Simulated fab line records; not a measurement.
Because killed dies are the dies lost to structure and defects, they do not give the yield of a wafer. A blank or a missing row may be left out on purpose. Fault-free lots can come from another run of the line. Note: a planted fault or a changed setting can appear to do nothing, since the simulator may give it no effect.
fab line records ; flow sky130
record lots=24; wafers=72; last_day=50
route steps=708 shown CONTACT@407 VIA1@459 VIA2@523 METAL3@532 CAPM@539
lots that met no fault: taken from a fault-free run of the same line
start_h: the number of hours between the record's first day and the start of the first shown wafer of the lot ; wait_h: hours from the lot's prior step to this one ; " repeats the value in the row above ; L1.1+2: one row covering several wafers at once ; - no value, or no start given ; * or withheld: withheld ; < > ~ a bound
route shown NAME@n: a module of which the file shows steps, and the number in the route of the first ; usual: mean/standard deviation taken from wafers without a fault ; same: alike in all rows ; chamber/n: place in a boat ; sites: the reading at each site ; _std_site: how widely they spread, as a standard deviation ; _edge_site: the outer-site mean with the inner-site mean subtracted ; radius_mm: how far each site lies from the wafer's centre ; mask NAME#n: copy n ; behind: the tool/chamber that last shaped the wafer ; hold: why the lot was held/for how many hours/how that ended ; device: the n, p or np transistor that did not switch ; end of line: the tests these same wafers got at the end of their route ; a step given without rows: its recipe and nothing more ; killed: at the first sort, the dies lost to defects and structure; wafer yield is something else ; map: shows each die of a wafer: x if killed, . if not, _ if none is there
set.NAME: the setting the step ran with; set.NAME@STEP: the setting that earlier step ran with ; model.NAME: the simulator's own value behind a step, which no gauge read
route steps across a sampled set of lots; one table per step, one row per wafer
services: when a tool's chamber went out of use (start_h, in hours from the record's first day, below 0 if earlier), for how many hours, and the reason
## steps
# step SKY_CONTACT_THK_MEAS_01
# recipe reads=Si3N4_of_CONTACT_CVD_00
# usual CONTACT_CVD_00_THK=75.0/1.1
lot.wafer;tool;chamber;start_h;wait_h;CONTACT_CVD_00_THK[nm]
L074.2;film_metro-04;-;714.89;-;74.0
L074.3;film_metro-04;-;714.89;-;74.0
L074.6;film_metro-04;-;714.89;-;75.0
L075.1;film_metro-02;-;725.69;-;73.5
L075.3;film_metro-02;-;725.69;-;74.1
L075.6;film_metro-02;-;725.69;-;75.1
L076.1;film_metro-02;-;732.37;-;74.7
L076.2;film_metro-02;-;732.37;-;73.7
L076.4;film_metro-02;-;732.37;-;75.2
L077.2;film_metro-01;-;750.34;-;73.8
L077.3;film_metro-01;-;750.34;-;74.9
L077.6;film_metro-01;-;750.34;-;75.3
L078.2;film_metro-02;-;750.66;-;74.2
L078.3;film_metro-02;-;750.66;-;75.4
L078.6;film_metro-02;-;750.66;-;74.9
L079.1;film_metro-04;-;762.59;-;74.1
L079.3;film_metro-04;-;762.59;-;74.2
L079.4;film_metro-04;-;762.59;-;75.8
L080.1;film_metro-02;-;775.77;-;73.9
L080.4;film_metro-02;-;775.77;-;74.9
L080.5;film_metro-02;-;775.77;-;75.9
L081.1;film_metro-01;-;781.47;-;75.6
L081.2;film_metro-01;-;781.47;-;74.1
L081.3;film_metro-01;-;781.47;-;74.9
L082.1;film_metro-01;-;802.55;-;73.7
L082.2;film_metro-01;-;802.55;-;73.4
L082.3;film_metro-01;-;802.55;-;75.2
L083.1;film_metro-01;-;807.28;-;73.9
L083.3;film_metro-01;-;807.28;-;76.5
L083.6;film_metro-01;-;807.28;-;74.8
L084.2;film_metro-01;-;810.93;-;74.3
L084.4;film_metro-01;-;810.93;-;75.9
L084.6;film_metro-01;-;810.93;-;76.7
L086.1;film_metro-02;-;815.38;-;74.6
L086.3;film_metro-02;-;815.38;-;76.2
L086.6;film_metro-02;-;815.38;-;74.6
L085.3;film_metro-02;-;816.90;-;75.3
L085.4;film_metro-02;-;816.90;-;77.0
L085.6;film_metro-02;-;816.90;-;76.9
L087.2;film_metro-01;-;828.14;-;73.4
L087.4;film_metro-01;-;828.14;-;74.8
L087.5;film_metro-01;-;828.14;-;74.5
L088.1;film_metro-01;-;830.63;-;73.4
L088.3;film_metro-01;-;830.63;-;74.7
L088.6;film_metro-01;-;830.63;-;74.9
L089.1;film_metro-02;-;841.21;-;76.2
L089.2;film_metro-02;-;841.21;-;75.0
L089.3;film_metro-02;-;841.21;-;73.2
L090.2;film_metro-02;-;842.45;-;75.0
L090.4;film_metro-02;-;842.45;-;75.2
L090.6;film_metro-02;-;842.45;-;75.0
L091.1;film_metro-04;-;851.70;-;73.9
L091.3;film_metro-04;-;851.70;-;76.1
L091.5;film_metro-04;-;851.70;-;76.4
L092.1;film_metro-04;-;856.96;-;74.2
L092.2;film_metro-04;-;856.96;-;73.6
L092.6;film_metro-04;-;856.96;-;74.6
L093.4;film_metro-01;-;863.50;-;75.2
L093.5;film_metro-01;-;863.50;-;77.0
L093.6;film_metro-01;-;863.50;-;76.5
L095.1;film_metro-02;-;882.60;-;75.5
L095.3;film_metro-02;-;882.60;-;75.6
L095.6;film_metro-02;-;882.60;-;76.8
L094.3;film_metro-01;-;887.55;-;72.7
L094.4;film_metro-01;-;887.55;-;74.7
L094.5;film_metro-01;-;887.55;-;76.3
L096.4;film_metro-02;-;890.94;-;76.2
L096.5;film_metro-02;-;890.94;-;76.1
L096.6;film_metro-02;-;890.94;-;76.4
L097.1;film_metro-02;-;891.17;-;72.7
L097.4;film_metro-02;-;891.17;-;75.9
L097.5;film_metro-02;-;891.17;-;75.3
# step SKY_CONTACT_CMP_04
# recipe material=SiO2; down_force_psi=4; platen_rpm=60; pad_velocity_m_s=0.94248
# usual edge_zone_pressure_frac=1.000/0.0051; motor_current_A=12.0/1.1; time_to_endpoint_s=81/3.7
lot.wafer;tool;chamber;start_h;wait_h;edge_zone_pressure_frac;motor_current_A;time_to_endpoint_s
L074.3;cmp-01;1;715.07;0.0;1.000;11.4;86
L074.2;cmp-01;3;715.07;0.0;1.002;11.8;81
L074.6;cmp-01;2;715.07;0.0;1.003;13.7;81
L075.1;cmp-02;2;725.88;0.1;1.007;11.1;86
L075.3;cmp-02;3;725.88;0.1;1.001;11.8;91
L075.6;cmp-02;2;725.88;0.1;1.001;12.1;86
L076.4;cmp-02;0;732.56;0.0;0.998;10.1;87
L076.2;cmp-02;1;732.56;0.0;1.004;12.5;85
L076.1;cmp-02;2;732.56;0.0;0.995;11.3;81
L077.3;cmp-01;3;750.74;0.2;0.994;12.0;84
L077.2;cmp-01;1;750.74;0.2;1.003;11.2;78
L077.6;cmp-01;3;750.74;0.2;1.004;11.9;83
L078.3;cmp-01;1;751.04;0.2;0.999;11.1;83
L078.2;cmp-01;0;751.04;0.2;0.997;13.9;79
L078.6;cmp-01;2;751.04;0.2;1.000;12.9;82
L079.4;cmp-02;2;762.78;0.0;0.998;11.5;79
L079.1;cmp-02;0;762.78;0.0;0.993;10.8;77
L079.3;cmp-02;1;762.78;0.0;1.000;12.5;82
L080.4;cmp-02;3;775.96;0.0;1.009;11.7;78
L080.1;cmp-02;2;775.96;0.0;0.993;11.6;75
L080.5;cmp-02;0;775.96;0.0;1.005;10.9;77
L081.1;cmp-01;0;781.66;0.1;1.011;13.3;82
L081.3;cmp-01;1;781.66;0.1;0.997;11.3;80
L081.2;cmp-01;3;781.66;0.1;1.005;11.1;80
L082.3;cmp-02;1;802.74;0.0;1.004;12.1;81
L082.1;cmp-02;3;802.74;0.0;0.997;12.1;82
L082.2;cmp-02;0;802.74;0.0;1.001;10.3;85
L083.3;cmp-02;1;807.47;0.0;1.002;12.6;84
L083.1;cmp-02;2;807.47;0.0;0.997;11.6;77
L083.6;cmp-02;1;807.47;0.0;1.000;12.2;84
L084.4;cmp-02;0;811.16;0.1;1.004;10.3;81
L084.2;cmp-02;2;811.16;0.1;1.006;11.1;80
L084.6;cmp-02;0;811.16;0.1;1.010;10.6;82
L086.1;cmp-01;0;815.65;0.1;0.995;14.0;74
L086.3;cmp-01;1;815.65;0.1;1.000;10.7;78
L086.6;cmp-01;0;815.65;0.1;0.996;14.2;78
L085.4;cmp-02;2;817.11;0.1;0.996;11.5;74
L085.3;cmp-02;3;817.11;0.1;1.001;11.7;77
L085.6;cmp-02;2;817.11;0.1;1.003;11.3;80
L087.2;cmp-02;3;828.37;0.1;1.002;11.3;77
L087.4;cmp-02;0;828.37;0.1;1.000;10.9;80
L087.5;cmp-02;2;828.37;0.1;0.998;11.5;77
L088.3;cmp-02;3;830.87;0.1;1.004;11.5;81
L088.1;cmp-02;0;830.87;0.1;0.992;10.9;82
L088.6;cmp-02;3;830.87;0.1;0.995;12.2;83
L089.1;cmp-01;2;841.39;0.1;1.000;13.1;83
L089.3;cmp-01;3;841.39;0.1;0.997;11.4;81
L089.2;cmp-01;1;841.39;0.1;0.998;10.5;78
L090.2;cmp-01;0;842.76;0.1;1.009;14.1;87
L090.4;cmp-01;1;842.76;0.1;0.994;11.3;85
L090.6;cmp-01;3;842.76;0.1;1.001;11.5;85
L091.1;cmp-02;1;851.89;0.1;1.002;13.1;86
L091.3;cmp-02;2;851.89;0.1;1.001;11.3;77
L091.5;cmp-02;2;851.89;0.1;0.997;11.4;77
L092.2;cmp-01;3;857.18;0.0;1.001;11.7;83
L092.1;cmp-01;2;857.18;0.0;1.010;13.5;83
L092.6;cmp-01;3;857.18;0.0;0.999;11.8;82
L093.4;cmp-01;1;863.85;0.2;0.992;11.2;83
L093.6;cmp-01;2;863.85;0.2;0.997;13.4;79
L093.5;cmp-01;3;863.85;0.2;1.007;12.2;82
L095.1;cmp-01;1;882.84;0.1;0.995;10.7;80
L095.3;cmp-01;3;882.84;0.1;1.002;11.8;79
L095.6;cmp-01;1;882.84;0.1;1.003;11.1;80
L094.3;cmp-01;3;887.72;0.0;0.999;11.8;83
L094.4;cmp-01;2;887.72;0.0;0.989;13.1;78
L094.5;cmp-01;0;887.72;0.0;1.001;13.7;82
L096.4;cmp-02;1;891.10;0.0;0.996;12.7;82
L096.6;cmp-02;1;891.10;0.0;0.995;12.0;84
L096.5;cmp-02;2;891.10;0.0;1.010;11.6;77
L097.1;cmp-02;1;891.40;0.1;0.997;12.5;87
L097.4;cmp-02;3;891.40;0.1;0.993;11.1;82
L097.5;cmp-02;1;891.40;0.1;1.001;13.5;86
# step SKY_VIA1_THK_MEAS_01
# recipe reads=SiO2_of_VIA1_HDPCVD_00
# usual VIA1_HDPCVD_THK=1024/15
lot.wafer;tool;chamber;start_h;wait_h;VIA1_HDPCVD_THK[nm]
L074.2;film_metro-04;-;773.39;0.1;1009
L074.3;film_metro-04;-;773.39;0.1;1053
L074.6;film_metro-04;-;773.39;0.1;1037
L075.1;film_metro-02;-;783.61;0.1;1046
L075.3;film_metro-02;-;783.61;0.1;1010
L075.6;film_metro-02;-;783.61;0.1;1019
L076.1;film_metro-02;-;790.86;0.1;1016
L076.2;film_metro-02;-;790.86;0.1;1042
L076.4;film_metro-02;-;790.86;0.1;1035
L077.2;film_metro-04;-;808.41;0.1;1002
L077.3;film_metro-04;-;808.41;0.1;1021
L077.6;film_metro-04;-;808.41;0.1;1008
L078.2;film_metro-03;-;809.06;0.1;999
L078.3;film_metro-03;-;809.06;0.1;1047
L078.6;film_metro-03;-;809.06;0.1;994
L079.1;film_metro-03;-;819.83;0.1;996
L079.3;film_metro-03;-;819.83;0.1;1001
L079.4;film_metro-03;-;819.83;0.1;1015
L080.1;film_metro-02;-;832.37;0.1;1027
L080.4;film_metro-02;-;832.37;0.1;1000
L080.5;film_metro-02;-;832.37;0.1;1042
L081.1;film_metro-03;-;837.82;0.1;1039
L081.2;film_metro-03;-;837.82;0.1;1001
L081.3;film_metro-03;-;837.82;0.1;1027
L082.1;film_metro-03;-;859.04;0.1;1010
L082.2;film_metro-03;-;859.04;0.1;1022
L082.3;film_metro-03;-;859.04;0.1;1042
L083.1;film_metro-04;-;863.85;0.1;1029
L083.3;film_metro-04;-;863.85;0.1;998
L083.6;film_metro-04;-;863.85;0.1;991
L084.2;film_metro-02;-;866.44;0.1;1023
L084.4;film_metro-02;-;866.44;0.1;1019
L084.6;film_metro-02;-;866.44;0.1;1033
L086.1;film_metro-04;-;871.32;0.1;1023
L086.3;film_metro-04;-;871.32;0.1;1011
L086.6;film_metro-04;-;871.32;0.1;1016
L085.3;film_metro-04;-;872.35;0.1;1017
L085.4;film_metro-04;-;872.35;0.1;1032
L085.6;film_metro-04;-;872.35;0.1;1037
L087.2;film_metro-04;-;883.63;0.1;1014
L087.4;film_metro-04;-;883.63;0.1;1021
L087.5;film_metro-04;-;883.63;0.1;1049
L088.1;film_metro-02;-;886.52;0.1;1019
L088.3;film_metro-02;-;886.52;0.1;1046
L088.6;film_metro-02;-;886.52;0.1;1021
L089.1;film_metro-02;-;896.63;0.1;1033
L089.2;film_metro-02;-;896.63;0.1;1031
L089.3;film_metro-02;-;896.63;0.1;1007
L090.2;film_metro-02;-;897.28;0.1;1019
L090.4;film_metro-02;-;897.28;0.1;1034
L090.6;film_metro-02;-;897.28;0.1;1001
L091.1;film_metro-03;-;907.17;0.1;1019
L091.3;film_metro-03;-;907.17;0.1;1012
L091.5;film_metro-03;-;907.17;0.1;1042
L092.1;film_metro-04;-;912.92;0.1;1033
L092.2;film_metro-04;-;912.92;0.1;1052
L092.6;film_metro-04;-;912.92;0.1;1014
L093.4;film_metro-03;-;918.56;0.0;1019
L093.5;film_metro-03;-;918.56;0.0;1035
L093.6;film_metro-03;-;918.56;0.0;1014
L095.1;film_metro-03;-;937.15;0.1;1023
L095.3;film_metro-03;-;937.15;0.1;1036
L095.6;film_metro-03;-;937.15;0.1;1007
L094.3;film_metro-02;-;942.22;0.1;1018
L094.4;film_metro-02;-;942.22;0.1;1019
L094.5;film_metro-02;-;942.22;0.1;1021
L096.4;film_metro-03;-;945.69;0.0;1029
L096.5;film_metro-03;-;945.69;0.0;1019
L096.6;film_metro-03;-;945.69;0.0;1040
L097.1;film_metro-04;-;946.15;0.1;1017
L097.4;film_metro-04;-;946.15;0.1;1011
L097.5;film_metro-04;-;946.15;0.1;1009
# step SKY_VIA2_STRIP_16
# recipe chemistry=O2/N2; power_w=1400; pressure_mtorr=1500; platen_temp_c=withheld; o2_flow_sccm=3000; n2_flow_sccm=300; overash_fraction=0.5
# usual drypump_motor_current_A=5.6/0.49; oes_product_au=0.399/0.0049; strip_time_to_endpoint_s=4.05/0.044
lot.wafer;tool;chamber;start_h;wait_h;drypump_motor_current_A;oes_product_au;rf_hours_counter_h;strip_time_to_endpoint_s
L074.2;plasma_asher-04;1;856.48;0.0;4.9;0.398;106;4.02
L074.3;plasma_asher-04;0;856.48;0.0;6.1;0.392;-;4.11
L074.6;plasma_asher-04;0;856.48;0.0;6.1;0.391;-;3.98
L075.1;plasma_asher-01;0;867.08;0.0;6.0;0.392;72;4.05
L075.3;plasma_asher-01;1;867.08;0.0;5.5;0.401;-;4.07
L075.6;plasma_asher-01;0;867.08;0.0;6.0;0.396;-;4.07
L076.1;plasma_asher-02;0;874.13;0.0;5.1;0.391;12;3.96
L076.2;plasma_asher-02;1;874.13;0.0;6.2;0.399;12;4.11
L076.4;plasma_asher-02;1;874.13;0.0;6.2;0.406;-;4.00
L077.2;plasma_asher-04;1;891.61;0.0;4.9;0.393;109;4.03
L077.3;plasma_asher-04;0;891.61;0.0;6.1;0.392;-;4.09
L077.6;plasma_asher-04;0;891.61;0.0;6.1;0.396;-;4.00
L078.2;plasma_asher-01;1;892.03;0.0;5.5;0.398;74;4.10
L078.3;plasma_asher-01;0;892.03;0.0;5.9;0.397;-;4.08
L078.6;plasma_asher-01;1;892.03;0.0;5.5;0.394;-;4.08
L079.1;plasma_asher-02;1;902.58;0.0;6.2;0.389;15;4.06
L079.3;plasma_asher-02;1;902.58;0.0;6.2;0.405;-;4.01
L079.4;plasma_asher-02;0;902.58;0.0;5.1;0.394;-;4.10
L080.1;plasma_asher-01;0;915.05;0.0;6.0;0.401;77;4.05
L080.4;plasma_asher-01;0;915.05;0.0;6.0;0.402;-;4.05
L080.5;plasma_asher-01;1;915.05;0.0;5.5;0.392;-;4.06
L081.1;plasma_asher-01;0;920.31;0.0;6.0;0.393;77;4.06
L081.2;plasma_asher-01;1;920.31;0.0;5.5;0.399;77;4.06
L081.3;plasma_asher-01;0;920.31;0.0;6.0;0.401;-;4.09
L082.1;plasma_asher-04;0;939.90;0.0;6.1;0.395;114;4.02
L082.2;plasma_asher-04;1;939.90;0.0;4.9;0.393;114;4.03
L082.3;plasma_asher-04;0;939.90;0.0;6.1;0.403;-;4.06
L083.1;plasma_asher-01;0;945.68;0.0;5.9;0.401;79;4.06
L083.3;plasma_asher-01;0;945.68;0.0;6.0;0.396;-;4.00
L083.6;plasma_asher-01;1;945.68;0.0;5.4;0.403;-;4.06
L084.2;plasma_asher-04;0;948.01;0.0;6.1;0.397;115;4.10
L084.4;plasma_asher-04;1;948.01;0.0;4.9;0.399;-;3.97
L084.6;plasma_asher-04;0;948.01;0.0;6.1;0.399;-;4.08
L086.1;plasma_asher-01;0;950.91;0.0;6.0;0.400;80;4.06
L086.3;plasma_asher-01;1;950.91;0.0;5.5;0.401;-;4.07
L086.6;plasma_asher-01;1;950.91;0.0;5.5;0.392;-;4.09
L085.3;plasma_asher-04;0;951.41;0.1;6.1;0.404;-;4.11
L085.4;plasma_asher-04;1;951.41;0.1;4.9;0.399;-;4.11
L085.6;plasma_asher-04;1;951.41;0.1;4.9;0.406;-;4.04
L087.2;plasma_asher-02;1;962.80;0.0;6.1;0.398;21;4.02
L087.4;plasma_asher-02;0;962.80;0.0;5.1;0.395;-;4.08
L087.5;plasma_asher-02;1;962.80;0.0;6.2;0.403;-;4.09
L088.1;plasma_asher-02;0;965.66;0.0;5.1;0.392;21;4.04
L088.3;plasma_asher-02;1;965.66;0.0;6.2;0.393;-;4.08
L088.6;plasma_asher-02;0;965.66;0.0;5.1;0.403;-;4.09
L089.1;plasma_asher-04;0;974.98;0.0;6.1;0.404;118;4.12
L089.2;plasma_asher-04;1;974.98;0.0;4.9;0.396;118;4.04
L089.3;plasma_asher-04;0;974.98;0.0;6.1;0.393;-;4.11
L090.2;plasma_asher-02;1;975.25;0.0;6.1;0.397;22;4.04
L090.4;plasma_asher-02;0;975.25;0.0;5.1;0.402;-;4.12
L090.6;plasma_asher-02;0;975.25;0.0;5.1;0.395;-;4.05
L091.1;plasma_asher-04;0;984.81;0.0;6.1;0.395;119;4.01
L091.3;plasma_asher-04;0;984.81;0.0;6.1;0.404;-;4.11
L091.5;plasma_asher-04;1;984.81;0.0;4.9;0.392;-;4.02
L092.1;plasma_asher-04;1;989.63;0.0;4.9;0.385;119;4.04
L092.2;plasma_asher-04;0;989.63;0.0;6.1;0.400;119;4.07
L092.6;plasma_asher-04;0;989.63;0.0;6.1;0.399;-;3.98
L093.4;plasma_asher-01;1;995.54;0.0;5.5;0.400;-;4.06
L093.5;plasma_asher-01;1;995.54;0.0;5.4;0.404;-;4.11
L093.6;plasma_asher-01;0;995.54;0.0;6.0;0.399;-;4.00
L095.1;plasma_asher-04;1;1012.70;0.0;4.9;0.401;121;4.02
L095.3;plasma_asher-04;0;1012.70;0.0;6.1;0.400;-;4.00
L095.6;plasma_asher-04;1;1012.70;0.0;4.9;0.396;-;4.00
L094.3;plasma_asher-02;1;1018.11;0.1;6.1;0.391;-;4.00
L094.4;plasma_asher-02;0;1018.11;0.1;5.1;0.394;-;3.97
L094.5;plasma_asher-02;0;1018.11;0.1;5.1;0.397;-;4.07
L096.4;plasma_asher-02;0;1020.50;0.1;5.1;0.403;-;4.10
L096.5;plasma_asher-02;1;1020.50;0.1;6.1;0.406;-;4.14
L096.6;plasma_asher-02;0;1020.50;0.1;5.1;0.404;-;4.10
L097.1;plasma_asher-01;0;1021.13;0.0;6.0;0.402;87;3.99
L097.4;plasma_asher-01;0;1021.13;0.0;6.0;0.406;-;4.07
L097.5;plasma_asher-01;0;1021.13;0.0;5.9;0.399;-;4.09
# step SKY_METAL3_SPUTTER_00
# recipe material=Ti; target_thk_nm=15; power_w=3000; time_s=10; chamber_pressure_pa=0.4
# usual throttle_valve_pct=29.7/1.2
lot.wafer;tool;chamber;start_h;wait_h;throttle_valve_pct
L074.2;pvd_sputter-04;-;857.77;0.2;29.7
L074.3;pvd_sputter-04;-;857.77;0.2;30.6
L074.6;pvd_sputter-04;-;857.77;0.2;28.8
L075.1;pvd_sputter-02;-;868.35;0.1;29.6
L075.3;pvd_sputter-02;-;868.35;0.1;28.6
L075.6;pvd_sputter-02;-;868.35;0.1;31.2
L076.1;pvd_sputter-04;-;875.40;0.1;30.0
L076.2;pvd_sputter-04;-;875.40;0.1;28.9
L076.4;pvd_sputter-04;-;875.40;0.1;29.6
L077.2;pvd_sputter-03;-;892.88;0.1;26.4
L077.3;pvd_sputter-03;-;892.88;0.1;30.1
L077.6;pvd_sputter-03;-;892.88;0.1;30.2
L078.2;pvd_sputter-04;-;893.30;0.2;30.1
L078.3;pvd_sputter-04;-;893.30;0.2;30.4
L078.6;pvd_sputter-04;-;893.30;0.2;29.1
L079.1;pvd_sputter-02;-;903.89;0.2;28.5
L079.3;pvd_sputter-02;-;903.89;0.2;31.0
L079.4;pvd_sputter-02;-;903.89;0.2;31.4
L080.1;pvd_sputter-03;-;916.32;0.2;26.8
L080.4;pvd_sputter-03;-;916.32;0.2;30.6
L080.5;pvd_sputter-03;-;916.32;0.2;30.1
L081.1;pvd_sputter-03;-;921.61;0.1;31.1
L081.2;pvd_sputter-03;-;921.61;0.1;26.5
L081.3;pvd_sputter-03;-;921.61;0.1;30.0
L082.1;pvd_sputter-04;-;941.17;0.1;30.0
L082.2;pvd_sputter-04;-;941.17;0.1;29.5
L082.3;pvd_sputter-04;-;941.17;0.1;31.0
L083.1;pvd_sputter-04;-;946.94;0.1;29.1
L083.3;pvd_sputter-04;-;946.94;0.1;29.5
L083.6;pvd_sputter-04;-;946.94;0.1;29.0
L084.2;pvd_sputter-04;-;949.28;0.2;30.7
L084.4;pvd_sputter-04;-;949.28;0.2;29.5
L084.6;pvd_sputter-04;-;949.28;0.2;30.7
L085.3;pvd_sputter-03;-;952.65;0.1;26.6
L085.4;pvd_sputter-03;-;952.65;0.1;30.2
L085.6;pvd_sputter-03;-;952.65;0.1;29.1
L086.1;pvd_sputter-02;-;952.78;0.2;29.9
L086.3;pvd_sputter-02;-;952.78;0.2;28.1
L086.6;pvd_sputter-02;-;952.78;0.2;28.3
L087.2;pvd_sputter-04;-;964.07;0.2;30.7
L087.4;pvd_sputter-04;-;964.07;0.2;29.4
L087.5;pvd_sputter-04;-;964.07;0.2;30.1
L088.1;pvd_sputter-03;-;966.96;0.2;26.9
L088.3;pvd_sputter-03;-;966.96;0.2;30.2
L088.6;pvd_sputter-03;-;966.96;0.2;26.5
L089.1;pvd_sputter-02;-;976.28;0.2;28.4
L089.2;pvd_sputter-02;-;976.28;0.2;29.5
L089.3;pvd_sputter-02;-;976.28;0.2;31.4
L090.2;pvd_sputter-03;-;976.57;0.2;29.1
L090.4;pvd_sputter-03;-;976.57;0.2;30.7
L090.6;pvd_sputter-03;-;976.57;0.2;30.1
L091.1;pvd_sputter-04;-;986.08;0.1;30.8
L091.3;pvd_sputter-04;-;986.08;0.1;29.5
L091.5;pvd_sputter-04;-;986.08;0.1;30.8
L092.1;pvd_sputter-02;-;990.94;0.2;29.7
L092.2;pvd_sputter-02;-;990.94;0.2;31.1
L092.6;pvd_sputter-02;-;990.94;0.2;31.4
L093.4;pvd_sputter-02;-;996.84;0.2;30.7
L093.5;pvd_sputter-02;-;996.84;0.2;28.5
L093.6;pvd_sputter-02;-;996.84;0.2;31.4
L095.1;pvd_sputter-02;-;1013.98;0.2;29.9
L095.3;pvd_sputter-02;-;1013.98;0.2;28.2
L095.6;pvd_sputter-02;-;1013.98;0.2;30.7
L094.3;pvd_sputter-03;-;1019.34;0.1;26.8
L094.4;pvd_sputter-03;-;1019.34;0.1;30.8
L094.5;pvd_sputter-03;-;1019.34;0.1;30.7
L096.4;pvd_sputter-03;-;1021.74;0.1;30.4
L096.5;pvd_sputter-03;-;1021.74;0.1;29.3
L096.6;pvd_sputter-03;-;1021.74;0.1;30.1
L097.1;pvd_sputter-04;-;1022.46;0.2;29.9
L097.4;pvd_sputter-04;-;1022.46;0.2;29.7
L097.5;pvd_sputter-04;-;1022.46;0.2;30.1
# step SKY_CAPM_SPUTTER_02
# recipe material=TiN; target_thk_nm=200; temp_c=300; power_w=6500; time_s=166.7; chamber_pressure_pa=0.4
# usual throttle_valve_pct=29.8/1.1
lot.wafer;tool;chamber;start_h;wait_h;throttle_valve_pct
L074.2;pvd_sputter-02;-;858.01;0.0;31.2
L074.3;pvd_sputter-02;-;858.01;0.0;30.9
L074.6;pvd_sputter-02;-;858.01;0.0;29.5
L075.1;pvd_sputter-01;-;868.60;0.1;30.6
L075.3;pvd_sputter-01;-;868.60;0.1;29.2
L075.6;pvd_sputter-01;-;868.60;0.1;29.6
L076.1;pvd_sputter-01;-;875.63;0.1;29.1
L076.2;pvd_sputter-01;-;875.63;0.1;29.3
L076.4;pvd_sputter-01;-;875.63;0.1;30.5
L077.2;pvd_sputter-02;-;893.12;0.0;31.6
L077.3;pvd_sputter-02;-;893.12;0.0;29.9
L077.6;pvd_sputter-02;-;893.12;0.0;28.3
L078.2;pvd_sputter-01;-;893.54;0.0;30.3
L078.3;pvd_sputter-01;-;893.54;0.0;29.0
L078.6;pvd_sputter-01;-;893.54;0.0;30.4
L079.1;pvd_sputter-01;-;904.14;0.1;29.7
L079.3;pvd_sputter-01;-;904.14;0.1;30.6
L079.4;pvd_sputter-01;-;904.14;0.1;28.9
L080.1;pvd_sputter-01;-;916.55;0.1;30.5
L080.4;pvd_sputter-01;-;916.55;0.1;28.8
L080.5;pvd_sputter-01;-;916.55;0.1;29.5
L081.1;pvd_sputter-02;-;921.85;0.1;31.2
L081.2;pvd_sputter-02;-;921.85;0.1;30.8
L081.3;pvd_sputter-02;-;921.85;0.1;28.4
L082.1;pvd_sputter-03;-;941.41;0.1;26.3
L082.2;pvd_sputter-03;-;941.41;0.1;30.9
L082.3;pvd_sputter-03;-;941.41;0.1;29.4
L083.1;pvd_sputter-01;-;947.18;0.1;29.1
L083.3;pvd_sputter-01;-;947.18;0.1;30.5
L083.6;pvd_sputter-01;-;947.18;0.1;30.5
L084.2;pvd_sputter-02;-;949.51;0.0;31.3
L084.4;pvd_sputter-02;-;949.51;0.0;31.4
L084.6;pvd_sputter-02;-;949.51;0.0;28.3
L085.3;pvd_sputter-01;-;952.89;0.0;30.5
L085.4;pvd_sputter-01;-;952.89;0.0;29.4
L085.6;pvd_sputter-01;-;952.89;0.0;29.0
L086.1;pvd_sputter-03;-;953.02;0.1;30.2
L086.3;pvd_sputter-03;-;953.02;0.1;30.9
L086.6;pvd_sputter-03;-;953.02;0.1;29.7
L087.2;pvd_sputter-03;-;964.31;0.0;30.1
L087.4;pvd_sputter-03;-;964.31;0.0;29.1
L087.5;pvd_sputter-03;-;964.31;0.0;30.5
L088.1;pvd_sputter-02;-;967.21;0.1;30.9
L088.3;pvd_sputter-02;-;967.21;0.1;31.2
L088.6;pvd_sputter-02;-;967.21;0.1;31.6
L089.1;pvd_sputter-01;-;976.52;0.1;30.7
L089.2;pvd_sputter-01;-;976.52;0.1;29.5
L089.3;pvd_sputter-01;-;976.52;0.1;29.1
L090.2;pvd_sputter-02;-;976.82;0.0;29.7
L090.4;pvd_sputter-02;-;976.82;0.0;30.9
L090.6;pvd_sputter-02;-;976.82;0.0;28.3
L091.1;pvd_sputter-01;-;986.32;0.1;29.7
L091.3;pvd_sputter-01;-;986.32;0.1;30.6
L091.5;pvd_sputter-01;-;986.32;0.1;29.7
L092.1;pvd_sputter-03;-;991.18;0.1;26.4
L092.2;pvd_sputter-03;-;991.18;0.1;29.2
L092.6;pvd_sputter-03;-;991.18;0.1;29.3
L093.4;pvd_sputter-03;-;997.07;0.0;26.9
L093.5;pvd_sputter-03;-;997.07;0.0;26.5
L093.6;pvd_sputter-03;-;997.07;0.0;30.8
L095.1;pvd_sputter-03;-;1014.21;0.1;26.3
L095.3;pvd_sputter-03;-;1014.21;0.1;30.7
L095.6;pvd_sputter-03;-;1014.21;0.1;30.0
L094.3;pvd_sputter-01;-;1019.59;0.0;30.4
L094.4;pvd_sputter-01;-;1019.59;0.0;29.2
L094.5;pvd_sputter-01;-;1019.59;0.0;30.3
L096.4;pvd_sputter-02;-;1021.97;0.0;28.4
L096.5;pvd_sputter-02;-;1021.97;0.0;28.4
L096.6;pvd_sputter-02;-;1021.97;0.0;30.7
L097.1;pvd_sputter-03;-;1022.70;0.1;29.4
L097.4;pvd_sputter-03;-;1022.70;0.1;30.1
L097.5;pvd_sputter-03;-;1022.70;0.1;30.0
## services
tool;chamber;start_h;hours;kind
pvd_sputter-01;-;692.17;1.3;repair
pvd_sputter-02;-;711.28;2.4;repair
pvd_sputter-04;-;711.30;1.0;repair
plasma_asher-04;-;711.74;1.2;repair
cmp-02;-;715.18;0.3;repair
cmp-02;-;744.08;4.0;pm
cmp-02;-;748.08;4.9;pm
pvd_sputter-02;-;763.17;1.6;repair
pvd_sputter-04;-;797.39;6.3;repair
pvd_sputter-01;-;812.85;0.6;repair
cmp-02;-;814.68;1.3;repair
pvd_sputter-02;-;815.32;7.7;repair
cmp-01;-;881.40;0.9;repair
cmp-02;-;882.49;1.5;repair
pvd_sputter-01;-;897.08;3.7;repair
cmp-01;-;899.94;4.1;pm
cmp-02;-;904.19;5.7;pm
cmp-01;-;919.72;4.0;pm
pvd_sputter-03;-;931.24;2.2;repair
pvd_sputter-03;-;937.18;2.4;repair
cmp-01;-;941.70;0.7;repair
cmp-01;-;952.95;6.3;pm
cmp-01;-;968.12;1.2;repair
cmp-01;-;998.62;28.9;repair
## key
fault none
